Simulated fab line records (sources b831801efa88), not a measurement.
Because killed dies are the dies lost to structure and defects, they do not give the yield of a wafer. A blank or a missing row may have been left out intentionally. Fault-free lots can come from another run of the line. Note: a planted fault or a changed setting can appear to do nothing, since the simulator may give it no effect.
Check of tool commonality -- flow sky130 -- 11 lots, 39 wafers sampled

## REASON IT WAS OPENED
2 of 11 lots carry a flag on the reading LDD_N_TW at SKY_LDD_N_TW_MEAS_17. Wafers without a fault read 2589, standard deviation 12.
Rule: a lot gets a flag if all its wafers with a number sit over 4 standard deviations from that mean, or if no wafer of it has a number. All remaining lots are regarded as sound.

lot,measured,on,"LDD_N_TW, wafer by wafer",flag
L403,day 18 05:13,film metro-04,2599 2608 2607,
L404,day 18 08:44,film metro-02,2588 2603 2586,
L406,day 19 08:13,film metro-01,2591 2597 2602,
L408,day 20 08:38,film metro-02,2580 2580 2591,
L410,day 20 23:59,film metro-02,2588 2588 2590,
L411,day 21 06:10,film metro-01,2594 2590 2589,
L414,day 22 11:31,film metro-04,2592 2583 2587,
L419,day 25 08:19,film metro-04,2686 2700 2706 2701 2700 2687,FLAGGED
L420,day 25 12:20,film metro-01,2656 2662 2675 2670 2673 2676,FLAGGED
L423,day 25 12:41,film metro-02,2584 2580 2577,
L425,day 26 17:15,film metro-04,2609 2596 2614,
The numbers of the flagged lots are 2683 on average: +94 against the usual, or +8 standard deviations.

## EACH LOT AND THE TOOL IT RAN ON
3 process steps preceding the reading are held in the record, out of 708 steps in the route. Every cell lists first the tool, next ch and the chambers used by the sampled wafers, and last the start.
lot,flag,SKY_FIELD_ISO_STRIP_16,SKY_LDD_N_IMPLANT_09,SKY_LDD_N_STRIP_16
L403,,"plasma asher-04 ch 0,1, day 2 11:24","implanter-01 ch 0, day 18 04:04","plasma asher-01 ch 0,1, day 18 05:07"
L404,,"plasma asher-01 ch 0,1, day 2 16:12","implanter-04 ch 0, day 18 07:36","plasma asher-04 ch 0,1, day 18 08:37"
L406,,"plasma asher-04 ch 0,1, day 3 04:12","implanter-01 ch 0, day 19 07:04","plasma asher-03 ch 0,1, day 19 08:07"
L408,,"plasma asher-01 ch 0,1, day 3 14:56","implanter-04 ch 0, day 20 07:31","plasma asher-03 ch 0,1, day 20 08:33"
L410,,"plasma asher-02 ch 0,1, day 3 22:40","implanter-02 ch 0, day 20 22:52","plasma asher-01 ch 0,1, day 20 23:55"
L411,,"plasma asher-01 ch 0,1, day 4 05:22","implanter-04 ch 0, day 21 05:01","plasma asher-01 ch 0,1, day 21 06:04"
L414,,"plasma asher-04 ch 0,1, day 4 18:09","implanter-02 ch 0, day 22 10:22","plasma asher-03 ch 0,1, day 22 11:25"
L419,FLAGGED,"plasma asher-04 ch 0,1, day 5 22:55","implanter-02 ch 0, day 25 07:10","plasma asher-04 ch 0,1, day 25 08:13"
L420,FLAGGED,"plasma asher-04 ch 0, day 6 05:27","implanter-02 ch 0, day 25 11:12","plasma asher-01 ch 0, day 25 12:13"
L423,,"plasma asher-04 ch 0,1, day 6 17:49","implanter-04 ch 0, day 25 11:34","plasma asher-01 ch 0,1, day 25 12:36"
L425,,"plasma asher-01 ch 0,1, day 7 08:50","implanter-01 ch 0, day 26 16:08","plasma asher-03 ch 0,1, day 26 17:09"
What the steps here do:
- SKY_FIELD_ISO_STRIP_16: strips in O2/N2.
- SKY_LDD_N_IMPLANT_09
- SKY_LDD_N_STRIP_16: strips in O2/N2.
- SKY_LDD_N_TW_MEAS_17

## FLAGGED AGAINST TOTAL, ONE TOOL AT A TIME (gauges that did the reading follow at the end)
step,tool,lots run,flagged,share of the flagged lots,sound lots run after its first flagged lot
SKY_FIELD_ISO_STRIP_16,plasma asher-01,4,0,none,-
SKY_FIELD_ISO_STRIP_16,plasma asher-02,1,0,none,-
SKY_FIELD_ISO_STRIP_16,plasma asher-04,6,2,all,1 (L423)
SKY_LDD_N_IMPLANT_09,implanter-01,3,0,none,-
SKY_LDD_N_IMPLANT_09,implanter-02,4,2,all,0
SKY_LDD_N_IMPLANT_09,implanter-04,4,0,none,-
SKY_LDD_N_STRIP_16,plasma asher-01,5,1,some,1 (L423)
SKY_LDD_N_STRIP_16,plasma asher-03,4,0,none,-
SKY_LDD_N_STRIP_16,plasma asher-04,2,1,some,0
SKY_LDD_N_TW_MEAS_17,film metro-01,3,1,some,0
SKY_LDD_N_TW_MEAS_17,film metro-02,4,0,none,-
SKY_LDD_N_TW_MEAS_17,film metro-04,4,1,some,1 (L425)

## WHAT IS ALLOWED BY THE TABLE
Table rows that saw every flagged lot: 2, namely plasma asher-04 at SKY_FIELD_ISO_STRIP_16 and implanter-02 at SKY_LDD_N_IMPLANT_09.
- plasma asher-04 at SKY_FIELD_ISO_STRIP_16: 2 of its 6 lots flagged. After the first flagged lot (L423), sound lots still ran on it; a lasting fault on the whole tool would not permit that.
- implanter-02 at SKY_LDD_N_IMPLANT_09: 2 of its 4 lots flagged. A fault beginning between L414 (day 22 10:22), its last sound lot, and L419 (day 25 07:10), its first flagged one, fits the data. Its own readings (beam on s, dose ions cm2) fall more than 4 standard deviations out on all wafers of the flagged lots.
implanter-02 at SKY_LDD_N_IMPLANT_09 is the single tool remaining.

## WHAT HAD BEEN PUT IN BY THE SIMULATOR
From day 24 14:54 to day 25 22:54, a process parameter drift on implanter-02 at SKY_LDD_N_IMPLANT_09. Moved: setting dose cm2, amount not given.
Struck lots among those shown: L419, L420. The same result came from the rule above.
